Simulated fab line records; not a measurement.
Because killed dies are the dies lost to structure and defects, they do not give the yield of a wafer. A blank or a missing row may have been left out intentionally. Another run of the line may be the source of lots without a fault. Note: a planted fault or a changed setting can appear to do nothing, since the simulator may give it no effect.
Commonality check across tools / flow gf180mcu / 12 lots, 36 wafers sampled

WHAT PROMPTED THE OPENING
Of 12 lots, 2 have the reading HV_LDD_CVD_56_THK flagged at GF_HV_LDD_THK_MEAS_57. Fault-free wafers read 89.8 nm, with a standard deviation of 0.91.
Rule: a lot is flagged when every wafer of it that has a number lies more than 4 standard deviations from that mean, or none has a number. The other lots count as sound.

lot=L889; measured=day 12 08:52; on=film-metro-03; HV_LDD_CVD_56_THK (nm), wafer by wafer=90.6 89.9 90.5; flag=
lot=L891; measured=day 13 01:27; on=film-metro-04; HV_LDD_CVD_56_THK (nm), wafer by wafer=89.5 89.2 89.3; flag=
lot=L894; measured=day 13 22:56; on=film-metro-02; HV_LDD_CVD_56_THK (nm), wafer by wafer=90.8 90.3 91.0; flag=
lot=L896; measured=day 15 01:13; on=film-metro-03; HV_LDD_CVD_56_THK (nm), wafer by wafer=89.5 89.0 88.5; flag=
lot=L897; measured=day 15 06:59; on=film-metro-02; HV_LDD_CVD_56_THK (nm), wafer by wafer=57.7 56.6 56.4; flag=FLAGGED
lot=L898; measured=day 15 14:49; on=film-metro-03; HV_LDD_CVD_56_THK (nm), wafer by wafer=56.8 58.1 57.2; flag=FLAGGED
lot=L905; measured=day 18 09:30; on=film-metro-02; HV_LDD_CVD_56_THK (nm), wafer by wafer=91.0 91.1 91.0; flag=
lot=L906; measured=day 18 13:35; on=film-metro-04; HV_LDD_CVD_56_THK (nm), wafer by wafer=90.4 90.1 90.3; flag=
lot=L907; measured=day 18 20:24; on=film-metro-04; HV_LDD_CVD_56_THK (nm), wafer by wafer=89.4 89.3 89.8; flag=
lot=L908; measured=day 19 04:38; on=film-metro-03; HV_LDD_CVD_56_THK (nm), wafer by wafer=88.4 88.1 88.4; flag=
lot=L910; measured=day 19 16:19; on=film-metro-03; HV_LDD_CVD_56_THK (nm), wafer by wafer=90.4 89.8 90.0; flag=
lot=L911; measured=day 20 06:37; on=film-metro-03; HV_LDD_CVD_56_THK (nm), wafer by wafer=91.1 91.6 90.1; flag=
The numbers of the flagged lots are 57.1 nm on average: -32.7 nm against the usual, or -36 standard deviations.

WHICH TOOL EACH LOT WENT THROUGH
The record holds 1 process step before the reading, out of a route of 602 steps. Read each cell as the tool, then ch plus the chambers that the sampled wafers visited, then the start.
lot=L889; flag=; GF_HV_LDD_CVD_56=lpcvd-02 ch 1, day 12 07:26
lot=L891; flag=; GF_HV_LDD_CVD_56=lpcvd-01 ch 0, day 12 23:18
lot=L894; flag=; GF_HV_LDD_CVD_56=lpcvd-02 ch 0, day 13 21:31
lot=L896; flag=; GF_HV_LDD_CVD_56=lpcvd-01 ch 0, day 14 23:47
lot=L897; flag=FLAGGED; GF_HV_LDD_CVD_56=lpcvd-02 ch 0, day 15 05:34
lot=L898; flag=FLAGGED; GF_HV_LDD_CVD_56=lpcvd-02 ch 0, day 15 13:23
lot=L905; flag=; GF_HV_LDD_CVD_56=lpcvd-01 ch 0, day 18 08:04
lot=L906; flag=; GF_HV_LDD_CVD_56=lpcvd-01 ch 0, day 18 12:09
lot=L907; flag=; GF_HV_LDD_CVD_56=lpcvd-02 ch 0, day 18 18:58
lot=L908; flag=; GF_HV_LDD_CVD_56=lpcvd-02 ch 0, day 19 03:11
lot=L910; flag=; GF_HV_LDD_CVD_56=lpcvd-01 ch 0, day 19 14:53
lot=L911; flag=; GF_HV_LDD_CVD_56=lpcvd-01 ch 1, day 20 04:27
What is done by these steps:
- GF_HV_LDD_CVD_56: deposits Si3N4 from DCS/NH3, target thk 90 nm, time 1543 s.
- GF_HV_LDD_THK_MEAS_57

FLAGGED AGAINST TOTAL, ONE TOOL AT A TIME (gauges that did the reading follow at the end)
step=GF_HV_LDD_CVD_56; tool=lpcvd-01; lots run=6; flagged=0; share of the flagged lots=none; sound lots run after its first flagged lot=-
step=GF_HV_LDD_CVD_56; tool=lpcvd-02; lots run=6; flagged=2; share of the flagged lots=all; sound lots run after its first flagged lot=2 (L907,L908)
step=GF_HV_LDD_THK_MEAS_57; tool=film-metro-02; lots run=3; flagged=1; share of the flagged lots=some; sound lots run after its first flagged lot=1 (L905)
step=GF_HV_LDD_THK_MEAS_57; tool=film-metro-03; lots run=6; flagged=1; share of the flagged lots=some; sound lots run after its first flagged lot=3 (L908,L910,L911)
step=GF_HV_LDD_THK_MEAS_57; tool=film-metro-04; lots run=3; flagged=0; share of the flagged lots=none; sound lots run after its first flagged lot=-

WHAT IS ALLOWED BY THE TABLE
Rows of the table that ran each flagged lot: 1, that is lpcvd-02 at GF_HV_LDD_CVD_56.
- lpcvd-02 at GF_HV_LDD_CVD_56 ran 6 lots, 2 of them flagged. After the first flagged lot (L907, L908), sound lots still ran on it; a lasting fault on the whole tool would not permit that. Its own readings lie more than 4 standard deviations out on every wafer of the flagged lots: spike-tc-bottom-C, spike-tc-centre-C, spike-tc-lower-C, spike-tc-top-C, spike-tc-upper-C, susceptor-temp-C.
Every row of the table either missed a flagged lot or ran a sound lot after the first.

WHAT WAS PUT IN BY THE SIMULATOR
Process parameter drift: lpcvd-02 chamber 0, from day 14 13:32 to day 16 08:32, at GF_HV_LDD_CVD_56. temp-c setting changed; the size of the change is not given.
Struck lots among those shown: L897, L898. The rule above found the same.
